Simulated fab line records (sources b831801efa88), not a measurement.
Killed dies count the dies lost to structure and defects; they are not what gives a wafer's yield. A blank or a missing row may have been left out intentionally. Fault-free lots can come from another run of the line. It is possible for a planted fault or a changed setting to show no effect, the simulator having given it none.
A sampling plan put to the test + flow gf180mcu + one line in one fab, 52 faults in these records, each fault weighed on the records of the lots it struck
What counts as the plan is the set of the line's own looks, namely the steps on the route at which a gauge or an inspection reads a wafer and does not change it. Where struck wafers have a number at a look and the file lists that look's usual mean and standard deviation on fault-free wafers, the look can be judged. Caught: a look later than the fault's first step finds the struck wafers' mean 4 or more of those standard deviations (sigma) from the usual mean. On the tool: the same test on the tool's own readings at the fault's steps. Caught also covers a different recipe on the struck wafers, or a record left blank for those wafers only.

THE FAULTS, as the simulator had put them in
1. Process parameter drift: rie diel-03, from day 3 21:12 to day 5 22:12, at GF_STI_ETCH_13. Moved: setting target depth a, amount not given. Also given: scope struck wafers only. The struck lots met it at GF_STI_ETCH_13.
2. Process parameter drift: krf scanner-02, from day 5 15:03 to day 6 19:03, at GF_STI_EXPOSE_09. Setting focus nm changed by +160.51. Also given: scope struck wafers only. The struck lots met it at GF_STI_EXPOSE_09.
3. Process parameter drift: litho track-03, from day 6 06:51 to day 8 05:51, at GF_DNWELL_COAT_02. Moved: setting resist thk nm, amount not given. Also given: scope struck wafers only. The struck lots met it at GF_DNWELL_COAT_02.
4. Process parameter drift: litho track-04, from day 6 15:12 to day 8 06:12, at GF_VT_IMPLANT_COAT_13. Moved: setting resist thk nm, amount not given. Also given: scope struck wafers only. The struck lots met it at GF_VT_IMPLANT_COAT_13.
5. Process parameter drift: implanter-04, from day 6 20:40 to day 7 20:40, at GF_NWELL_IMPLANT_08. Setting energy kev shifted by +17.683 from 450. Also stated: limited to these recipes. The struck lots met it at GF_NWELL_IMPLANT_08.
6. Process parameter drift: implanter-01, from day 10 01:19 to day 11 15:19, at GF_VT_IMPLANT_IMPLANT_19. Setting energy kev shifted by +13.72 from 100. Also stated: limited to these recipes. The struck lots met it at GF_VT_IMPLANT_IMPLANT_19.
7. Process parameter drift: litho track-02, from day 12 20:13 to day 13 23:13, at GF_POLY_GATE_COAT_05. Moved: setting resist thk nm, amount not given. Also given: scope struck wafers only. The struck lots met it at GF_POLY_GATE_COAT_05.
8. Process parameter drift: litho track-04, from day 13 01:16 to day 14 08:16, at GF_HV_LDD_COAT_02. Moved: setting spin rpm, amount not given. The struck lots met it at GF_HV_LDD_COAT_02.
9. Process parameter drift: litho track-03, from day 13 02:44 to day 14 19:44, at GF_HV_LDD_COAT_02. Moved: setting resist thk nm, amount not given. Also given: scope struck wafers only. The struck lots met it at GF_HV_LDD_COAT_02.
10. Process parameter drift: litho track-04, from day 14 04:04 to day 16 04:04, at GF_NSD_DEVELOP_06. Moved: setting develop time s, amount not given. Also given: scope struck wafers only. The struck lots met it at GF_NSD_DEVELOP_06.
11. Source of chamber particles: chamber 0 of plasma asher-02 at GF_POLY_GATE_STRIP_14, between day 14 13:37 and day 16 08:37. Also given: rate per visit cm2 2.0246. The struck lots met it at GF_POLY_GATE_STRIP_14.
12. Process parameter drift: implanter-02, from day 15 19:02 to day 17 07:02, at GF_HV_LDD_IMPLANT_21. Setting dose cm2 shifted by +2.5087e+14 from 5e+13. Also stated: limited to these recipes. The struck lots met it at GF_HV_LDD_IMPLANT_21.
13. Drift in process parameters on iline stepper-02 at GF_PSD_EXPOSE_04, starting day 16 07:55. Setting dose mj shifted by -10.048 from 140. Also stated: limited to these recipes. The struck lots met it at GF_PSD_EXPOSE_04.
14. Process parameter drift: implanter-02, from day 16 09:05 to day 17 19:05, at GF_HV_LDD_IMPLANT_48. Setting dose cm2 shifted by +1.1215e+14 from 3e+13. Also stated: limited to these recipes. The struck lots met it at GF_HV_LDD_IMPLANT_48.
15. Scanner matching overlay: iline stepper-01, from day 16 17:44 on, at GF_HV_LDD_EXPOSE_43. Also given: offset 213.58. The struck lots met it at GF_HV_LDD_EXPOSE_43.
16. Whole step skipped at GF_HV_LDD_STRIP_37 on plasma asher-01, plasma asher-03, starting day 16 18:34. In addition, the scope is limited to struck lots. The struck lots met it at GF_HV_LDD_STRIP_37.
17. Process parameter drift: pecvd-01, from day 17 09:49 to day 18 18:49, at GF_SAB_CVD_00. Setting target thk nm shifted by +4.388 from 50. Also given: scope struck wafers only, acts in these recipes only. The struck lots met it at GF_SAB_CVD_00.
18. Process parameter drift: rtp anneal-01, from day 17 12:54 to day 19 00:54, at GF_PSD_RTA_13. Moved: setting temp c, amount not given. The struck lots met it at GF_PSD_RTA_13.
19. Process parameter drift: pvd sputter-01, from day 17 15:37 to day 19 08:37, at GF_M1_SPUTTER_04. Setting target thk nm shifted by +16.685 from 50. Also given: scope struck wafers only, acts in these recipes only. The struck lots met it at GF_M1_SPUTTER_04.
20. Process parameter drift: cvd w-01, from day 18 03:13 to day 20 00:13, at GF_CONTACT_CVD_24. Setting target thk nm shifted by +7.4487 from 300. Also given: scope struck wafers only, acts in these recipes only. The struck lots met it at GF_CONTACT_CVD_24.
21. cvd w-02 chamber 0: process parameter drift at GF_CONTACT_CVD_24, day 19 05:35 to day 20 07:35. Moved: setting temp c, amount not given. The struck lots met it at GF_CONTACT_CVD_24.
22. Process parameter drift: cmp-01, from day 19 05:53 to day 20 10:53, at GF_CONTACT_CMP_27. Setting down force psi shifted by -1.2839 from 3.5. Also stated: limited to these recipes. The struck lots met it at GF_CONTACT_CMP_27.
23. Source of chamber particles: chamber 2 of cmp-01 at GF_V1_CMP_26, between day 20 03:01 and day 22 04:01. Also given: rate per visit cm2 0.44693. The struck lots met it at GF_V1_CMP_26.
24. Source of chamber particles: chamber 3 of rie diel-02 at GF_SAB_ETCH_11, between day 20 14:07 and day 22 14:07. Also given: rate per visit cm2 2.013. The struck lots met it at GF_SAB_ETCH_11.
25. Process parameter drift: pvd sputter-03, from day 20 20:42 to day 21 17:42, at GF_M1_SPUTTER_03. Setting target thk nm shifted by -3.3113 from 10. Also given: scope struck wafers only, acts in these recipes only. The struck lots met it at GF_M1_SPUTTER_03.
26. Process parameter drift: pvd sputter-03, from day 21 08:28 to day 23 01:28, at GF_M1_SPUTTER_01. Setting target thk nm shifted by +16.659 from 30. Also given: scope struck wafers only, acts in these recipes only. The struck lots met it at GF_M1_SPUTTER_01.
27. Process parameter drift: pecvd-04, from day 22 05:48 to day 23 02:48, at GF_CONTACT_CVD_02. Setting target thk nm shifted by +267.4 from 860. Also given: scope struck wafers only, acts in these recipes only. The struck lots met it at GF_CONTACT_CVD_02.
28. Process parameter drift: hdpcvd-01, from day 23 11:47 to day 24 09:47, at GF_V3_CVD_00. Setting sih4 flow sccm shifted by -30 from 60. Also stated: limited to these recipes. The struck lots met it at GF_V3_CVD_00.
29. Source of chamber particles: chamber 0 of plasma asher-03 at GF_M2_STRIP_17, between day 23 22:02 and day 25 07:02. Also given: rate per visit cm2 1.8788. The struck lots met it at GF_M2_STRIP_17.
30. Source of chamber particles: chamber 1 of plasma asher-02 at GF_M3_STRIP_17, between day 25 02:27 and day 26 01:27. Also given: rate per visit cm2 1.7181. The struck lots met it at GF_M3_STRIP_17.
31. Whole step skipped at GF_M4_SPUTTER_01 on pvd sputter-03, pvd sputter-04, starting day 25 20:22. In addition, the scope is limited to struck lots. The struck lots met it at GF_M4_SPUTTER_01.
32. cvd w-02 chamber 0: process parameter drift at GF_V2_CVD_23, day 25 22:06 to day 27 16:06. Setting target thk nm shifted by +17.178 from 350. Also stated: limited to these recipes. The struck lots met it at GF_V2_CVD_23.
33. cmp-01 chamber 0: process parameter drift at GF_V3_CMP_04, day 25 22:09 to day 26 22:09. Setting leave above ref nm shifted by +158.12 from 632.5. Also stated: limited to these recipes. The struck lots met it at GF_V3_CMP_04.
34. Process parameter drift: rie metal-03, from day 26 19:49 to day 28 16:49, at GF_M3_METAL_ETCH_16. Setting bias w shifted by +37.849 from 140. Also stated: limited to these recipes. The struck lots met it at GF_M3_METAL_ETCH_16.
35. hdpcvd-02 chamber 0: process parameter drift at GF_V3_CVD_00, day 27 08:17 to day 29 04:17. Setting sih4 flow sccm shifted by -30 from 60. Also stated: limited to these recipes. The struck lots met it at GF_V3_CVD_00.
36. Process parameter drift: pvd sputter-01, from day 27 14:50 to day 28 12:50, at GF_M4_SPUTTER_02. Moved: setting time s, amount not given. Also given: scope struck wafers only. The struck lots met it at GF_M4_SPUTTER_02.
37. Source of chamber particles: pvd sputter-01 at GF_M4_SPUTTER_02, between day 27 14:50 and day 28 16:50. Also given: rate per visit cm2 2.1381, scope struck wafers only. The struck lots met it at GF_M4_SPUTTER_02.
38. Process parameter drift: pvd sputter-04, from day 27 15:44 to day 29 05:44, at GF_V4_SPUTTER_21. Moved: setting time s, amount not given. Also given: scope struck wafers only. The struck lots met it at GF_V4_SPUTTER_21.
39. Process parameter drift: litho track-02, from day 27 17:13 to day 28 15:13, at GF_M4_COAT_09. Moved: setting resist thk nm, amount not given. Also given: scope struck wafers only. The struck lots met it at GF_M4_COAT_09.
40. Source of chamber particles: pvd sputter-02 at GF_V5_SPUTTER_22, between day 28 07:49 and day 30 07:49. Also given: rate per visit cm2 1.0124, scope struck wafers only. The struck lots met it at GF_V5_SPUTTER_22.
41. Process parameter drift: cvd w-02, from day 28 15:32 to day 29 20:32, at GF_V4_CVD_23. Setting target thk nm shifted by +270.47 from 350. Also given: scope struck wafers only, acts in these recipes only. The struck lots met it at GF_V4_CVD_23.
42. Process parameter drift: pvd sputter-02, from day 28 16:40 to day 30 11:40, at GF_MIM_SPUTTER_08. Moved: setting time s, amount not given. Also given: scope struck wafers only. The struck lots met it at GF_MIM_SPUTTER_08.
43. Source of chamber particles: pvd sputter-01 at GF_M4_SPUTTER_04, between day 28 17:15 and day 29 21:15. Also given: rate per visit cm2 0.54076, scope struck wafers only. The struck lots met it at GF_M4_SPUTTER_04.
44. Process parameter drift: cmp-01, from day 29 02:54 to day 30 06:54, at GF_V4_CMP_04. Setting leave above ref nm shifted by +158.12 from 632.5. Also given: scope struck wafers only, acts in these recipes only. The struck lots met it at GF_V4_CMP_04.
45. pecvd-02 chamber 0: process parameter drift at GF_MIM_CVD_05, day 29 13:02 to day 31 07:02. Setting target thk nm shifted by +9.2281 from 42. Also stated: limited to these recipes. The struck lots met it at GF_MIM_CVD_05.
46. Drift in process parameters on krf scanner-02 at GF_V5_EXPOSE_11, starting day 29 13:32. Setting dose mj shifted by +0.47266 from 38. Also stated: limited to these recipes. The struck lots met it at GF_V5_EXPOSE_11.
47. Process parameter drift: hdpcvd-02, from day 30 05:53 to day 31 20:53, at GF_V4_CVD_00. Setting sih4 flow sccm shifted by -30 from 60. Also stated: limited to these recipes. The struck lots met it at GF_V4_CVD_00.
48. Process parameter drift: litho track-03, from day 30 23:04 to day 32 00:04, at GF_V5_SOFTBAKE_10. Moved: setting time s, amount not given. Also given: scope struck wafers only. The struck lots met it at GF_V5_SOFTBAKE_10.
49. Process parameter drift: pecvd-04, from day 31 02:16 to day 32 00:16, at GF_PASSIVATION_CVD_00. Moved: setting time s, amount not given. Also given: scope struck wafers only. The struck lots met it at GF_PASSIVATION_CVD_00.
50. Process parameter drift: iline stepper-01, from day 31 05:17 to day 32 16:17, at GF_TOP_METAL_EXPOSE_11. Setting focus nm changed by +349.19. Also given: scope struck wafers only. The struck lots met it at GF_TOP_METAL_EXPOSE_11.
51. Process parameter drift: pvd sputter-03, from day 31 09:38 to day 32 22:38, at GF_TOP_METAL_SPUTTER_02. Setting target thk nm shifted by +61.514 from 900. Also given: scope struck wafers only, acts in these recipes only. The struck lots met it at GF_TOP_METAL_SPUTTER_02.
52. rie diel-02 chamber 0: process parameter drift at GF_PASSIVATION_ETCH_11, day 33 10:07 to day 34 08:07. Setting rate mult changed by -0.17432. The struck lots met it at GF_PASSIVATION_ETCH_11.

WHAT THE PLAN SAW
| fault | on the tool itself                               | first look that catches it                      | reading, sigma                                                        | median hours from its first step to that look | hours from the fault's start to the first struck lot there | judged looks passed uncaught |
|-------|--------------------------------------------------|-------------------------------------------------|-----------------------------------------------------------------------|-----------------------------------------------|------------------------------------------------------------|------------------------------|
| 1     | only faintly: oes product au -3.8 sigma          | not the one look that can be judged after it    | -                                                                     | -                                             | -                                                          | 1                            |
| 2     | under 2 sigma                                    | GF_STI_CD_MEAS_12                               | cd nm -7.7                                                            | 6.8                                           | 18                                                         | 0                            |
| 3     | under 2 sigma                                    | none of the 2 looks that can be judged after it | -                                                                     | -                                             | -                                                          | 2                            |
| 4     | under 2 sigma                                    | no look after it can be judged                  | -                                                                     | -                                             | -                                                          | 0                            |
| 5     | beam energy keV +99 or beyond sigma              | none of the 2 looks that can be judged after it | strongest: NWELL_RS at GF_VT_IMPLANT_RS_MEAS_47, -2.6                 | -                                             | -                                                          | 2                            |
| 6     | beam energy keV +99 or beyond sigma              | GF_VT_IMPLANT_TW_MEAS_21                        | VT_IMPLANT_2_TW +6.2                                                  | 0.2                                           | 12                                                         | 0                            |
| 7     | no reading that can be judged                    | not the one look that can be judged after it    | -                                                                     | -                                             | -                                                          | 1                            |
| 8     | spin speed rpm +99 or beyond sigma               | no look after it can be judged                  | -                                                                     | -                                             | -                                                          | 0                            |
| 9     | under 2 sigma                                    | no look after it can be judged                  | -                                                                     | -                                             | -                                                          | 0                            |
| 10    | no reading that can be judged                    | GF_NSD_CD_MEAS_07                               | cd nm +8.7                                                            | 0.2                                           | 11                                                         | 0                            |
| 11    | under 2 sigma                                    | not the one look that can be judged after it    | -                                                                     | -                                             | -                                                          | 1                            |
| 12    | dose ions cm2 +99 or beyond sigma                | GF_HV_LDD_TW_MEAS_23                            | HV_LDD_2_TW +99 or beyond                                             | 0.2                                           | 13                                                         | 0                            |
| 13    | exposure dose mJ cm2 -52 sigma                   | GF_PSD_CD_MEAS_07                               | cd nm -6.6                                                            | 11.5                                          | 12                                                         | 0                            |
| 14    | dose ions cm2 +99 or beyond sigma                | GF_HV_LDD_TW_MEAS_50                            | HV_LDD_4_TW +99 or beyond                                             | 0.2                                           | 11                                                         | 0                            |
| 15    | under 2 sigma                                    | GF_HV_LDD_OVL_MEAS_47                           | HV_LDD_03_OVL +99 or beyond                                           | 12.3                                          | 21                                                         | 0                            |
| 16    | the tool's record is blank for the struck wafers | GF_HV_LDD_TW_MEAS_50                            | HV_LDD_4_TW -99 or beyond                                             | 24.0                                          | 27                                                         | 0                            |
| 17    | under 2 sigma                                    | GF_SAB_THK_MEAS_01                              | SAB_CVD_00_THK +4.5                                                   | 0.0                                           | 15                                                         | 0                            |
| 18    | wafer_temp_C_max +5.8 sigma                      | GF_PSD_RS_MEAS_14                               | NSD_RS -13                                                            | 0.1                                           | 3                                                          | 0                            |
| 19    | under 2 sigma                                    | none of the 7 looks that can be judged after it | strongest: M1_ALCU_THK at GF_M1_THK_MEAS_06, -3.2                     | -                                             | -                                                          | 7                            |
| 20    | under 2 sigma                                    | not the one look that can be judged after it    | -                                                                     | -                                             | -                                                          | 1                            |
| 21    | susceptor temp C -99 or beyond sigma             | GF_CONTACT_RS_MEAS_25                           | CONTACT_W_RS +40                                                      | 0.1                                           | 8                                                          | 0                            |
| 22    | overpolish run s -99 or beyond sigma             | not the one look that can be judged after it    | -                                                                     | -                                             | -                                                          | 1                            |
| 23    | under 2 sigma                                    | none of the 2 looks that can be judged after it | -                                                                     | -                                             | -                                                          | 2                            |
| 24    | under 2 sigma                                    | none of the 2 looks that can be judged after it | -                                                                     | -                                             | -                                                          | 2                            |
| 25    | under 2 sigma                                    | no look after it can be judged                  | -                                                                     | -                                             | -                                                          | 0                            |
| 26    | under 2 sigma                                    | no look after it can be judged                  | -                                                                     | -                                             | -                                                          | 0                            |
| 27    | under 2 sigma                                    | GF_CONTACT_THK_MEAS_03                          | CONTACT_CVD_02_THK +22                                                | 0.1                                           | 7                                                          | 0                            |
| 28    | sih4 flow sccm -99 or beyond sigma               | GF_V3_THK_MEAS_01                               | V3_CVD_00_THK -46                                                     | 0.1                                           | 3                                                          | 0                            |
| 29    | under 2 sigma                                    | no look after it can be judged                  | -                                                                     | -                                             | -                                                          | 0                            |
| 30    | under 2 sigma                                    | not the one look that can be judged after it    | -                                                                     | -                                             | -                                                          | 1                            |
| 31    | the tool's record is blank for the struck wafers | no look after it can be judged                  | -                                                                     | -                                             | -                                                          | 0                            |
| 32    | under 2 sigma                                    | not the one look that can be judged after it    | -                                                                     | -                                             | -                                                          | 1                            |
| 33    | time to endpoint s -7.4 sigma                    | no look after it can be judged                  | -                                                                     | -                                             | -                                                          | 0                            |
| 34    | bias w +86 sigma                                 | no look after it can be judged                  | -                                                                     | -                                             | -                                                          | 0                            |
| 35    | sih4 flow sccm -99 or beyond sigma               | GF_V3_THK_MEAS_01                               | V3_CVD_00_THK -47                                                     | 0.1                                           | 30                                                         | 0                            |
| 36    | under 2 sigma                                    | GF_M4_RS_MEAS_05                                | M4_ALCU_RS +9.2                                                       | 0.1                                           | 4                                                          | 0                            |
| 37    | under 2 sigma                                    | not the one look that can be judged after it    | -                                                                     | -                                             | -                                                          | 1                            |
| 38    | under 2 sigma                                    | no look after it can be judged                  | -                                                                     | -                                             | -                                                          | 0                            |
| 39    | under 2 sigma                                    | not the one look that can be judged after it    | -                                                                     | -                                             | -                                                          | 1                            |
| 40    | under 2 sigma                                    | not the one look that can be judged after it    | -                                                                     | -                                             | -                                                          | 1                            |
| 41    | under 2 sigma                                    | GF_V4_RS_MEAS_24                                | V4_W_RS -46                                                           | 0.1                                           | 5                                                          | 0                            |
| 42    | under 2 sigma                                    | GF_MIM_RS_MEAS_10                               | MIM_ALCU_RS -17                                                       | 0.1                                           | 15                                                         | 0                            |
| 43    | under 2 sigma                                    | no look after it can be judged                  | -                                                                     | -                                             | -                                                          | 0                            |
| 44    | time to endpoint s -8.8 sigma                    | no look after it can be judged                  | -                                                                     | -                                             | -                                                          | 0                            |
| 45    | under 2 sigma                                    | GF_MIM_THK_MEAS_06                              | MIM_CVD_05_THK +14                                                    | 0.0                                           | 14                                                         | 0                            |
| 46    | exposure dose mJ cm2 +12 sigma                   | none of the 2 looks that can be judged after it | -                                                                     | -                                             | -                                                          | 2                            |
| 47    | sih4 flow sccm -99 or beyond sigma               | GF_V4_THK_MEAS_01                               | V4_CVD_00_THK -36                                                     | 0.1                                           | 7                                                          | 0                            |
| 48    | heater power total W +88 sigma                   | none of the 2 looks that can be judged after it | strongest: cd nm at GF_V5_CD_MEAS_14, -3.0                            | -                                             | -                                                          | 2                            |
| 49    | run length s -6.8 sigma                          | none of the 2 looks that can be judged after it | strongest: PASSIVATION_CVD_00_THK at GF_PASSIVATION_THK_MEAS_01, -3.3 | -                                             | -                                                          | 2                            |
| 50    | only faintly: exposure dose mJ cm2 +2.0 sigma    | GF_TOP_METAL_CD_MEAS_14                         | cd nm -6.0                                                            | 8.4                                           | 13                                                         | 0                            |
| 51    | under 2 sigma                                    | GF_TOP_METAL_RS_MEAS_05                         | TOP_METAL_ALCU_RS -5.2                                                | 0.1                                           | 1                                                          | 0                            |
| 52    | oes product au -8.7 sigma                        | no look after it can be judged                  | -                                                                     | -                                             | -                                                          | 0                            |
Dash: fault not caught, or number not given in these records.

Caught at a look: 21 of 52. Caught on the tool: 21 of 52. By one or the other: 32 of 52.
Faults 5, 8, 22, 31, 33, 34, 44, 46, 48, 49, 52 were caught on the tool alone.
Caught at a look alone: faults 2, 10, 15, 17, 27, 36, 41, 42, 45, 50, 51.
Caught by neither: faults 1, 3, 4, 7, 9, 11, 19, 20, 23, 24, 25, 26, 29, 30, 32, 37, 38, 39, 40, 43.

THINNER SAMPLING
In the worst case, this is how late the first struck lot would be measured if the look that catches a fault measured only every second or every third lot, by lot number:
| fault | struck lots at that look, in order of time | every lot | every second lot | every third lot |
|-------|--------------------------------------------|-----------|------------------|-----------------|
| 2     | L355                                       | 18 h      | may miss it      | may miss it     |
| 6     | L608, L609                                 | 12 h      | 18 h             | may miss all 2  |
| 10    | L505, L506                                 | 11 h      | 21 h             | may miss all 2  |
| 12    | L441, L444                                 | 13 h      | 35 h             | may miss all 2  |
| 13    | L976, L977, L978, L980                     | 12 h      | 25 h             | 32 h            |
| 14    | L112, L114                                 | 11 h      | may miss all 2   | may miss all 2  |
| 15    | L749, L750, L753, L755                     | 21 h      | 28 h             | may miss all 4  |
| 16    | L356, L357                                 | 27 h      | 36 h             | may miss all 2  |
| 17    | L908, L909                                 | 15 h      | 23 h             | may miss all 2  |
| 18    | L234, L235                                 | 3 h       | 12 h             | may miss all 2  |
| 21    | L173, L175                                 | 8 h       | may miss all 2   | may miss all 2  |
| 27    | L838, L839                                 | 7 h       | 17 h             | may miss all 2  |
| 28    | L275, L276                                 | 3 h       | 16 h             | may miss all 2  |
| 35    | L119                                       | 30 h      | may miss it      | may miss it     |
| 36    | L250, L252                                 | 4 h       | may miss all 2   | may miss all 2  |
| 41    | L904, L905, L907                           | 5 h       | 6 h              | may miss all 3  |
| 42    | L297, L301                                 | 15 h      | may miss all 2   | may miss all 2  |
| 45    | L594, L596                                 | 14 h      | may miss all 2   | may miss all 2  |
| 47    | L593, L594                                 | 7 h       | 16 h             | may miss all 2  |
| 50    | L710                                       | 13 h      | may miss it      | may miss it     |
| 51    | L805, L808                                 | 1 h       | 21 h             | may miss all 2  |
The hour figures run from when the fault began to the first measured lot among those it struck. The test against the limit of 4 sigma pooled every struck wafer, which means one lot taken alone may stay below that limit. Other struck lots may not be in these records.

THE LONGEST TIMED WAY FROM STEP TO LOOK
Fault 16: median gap of 24.0 hours between GF_HV_LDD_STRIP_37 and GF_HV_LDD_TW_MEAS_50. No look between them can be judged.
